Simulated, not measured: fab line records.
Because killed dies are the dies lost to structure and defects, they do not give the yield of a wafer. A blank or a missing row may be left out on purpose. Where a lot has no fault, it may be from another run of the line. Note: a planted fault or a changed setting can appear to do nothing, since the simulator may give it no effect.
Chamber matching | flow gf180mcu | hdpcvd-02 running GF_V3_CVD_00: 3 sister chambers
The step deposits SiO2, target thk 600 nm, time 100 s. 6 wafers are shown with their chamber, then 8 later ones without.

WAFERS WITH THEIR CHAMBER
wafer  | chamber | pressureMtorr (mTorr)
L685.2 | 1       | 6.008
L685.6 | 2       | 5.979
L692.3 | 2       | 6.009
L692.4 | 1       | 5.988
L692.6 | 0       | 5.993
L693.4 | 0       | 6.005

WAFERS WHOSE CHAMBER IS MISSING
wafer  | pressureMtorr (mTorr)
L693.5 | 5.996
L693.6 | 5.989
L696.1 | 5.994
L696.4 | 6.013
L696.6 | 6.040
L705.2 | 5.989
L705.3 | 6.001
L705.5 | 6.012

WHICH CHAMBER EACH ONE RAN IN
wafer  | from the rows above          | in truth
L693.5 | can't be placed: 1 or 2 or 0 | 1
L693.6 | can't be placed: 2 or 1 or 0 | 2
L696.1 | can't be placed: 2 or 1 or 0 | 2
L696.4 | can't be placed: 0 or 1 or 2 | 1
L696.6 | can't be placed: 0 or 1 or 2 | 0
L705.2 | can't be placed: 2 or 1 or 0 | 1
L705.3 | can't be placed: 0 or 1 or 2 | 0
L705.5 | can't be placed: 0 or 1 or 2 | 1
Correct placement for 0 of the 8. Can't be placed from these rows: 8 (the true chamber is among the candidates in 8). Number placed wrongly: 0.
How it was worked out, from the rows above alone: a wafer's distance from a chamber is the root of the sum, over the readings, of the square of ((its reading less the chamber's mean) divided by the reading's scatter). The wafer belongs to the nearest chamber; if the next one is less than 2 further off, it can't be placed. A chamber's mean is the mean of its shown wafers. How the scatter is found: for the shown wafers, subtract from each reading the mean of its chamber, square and add these, divide the total by (wafers less chambers), then take the root.
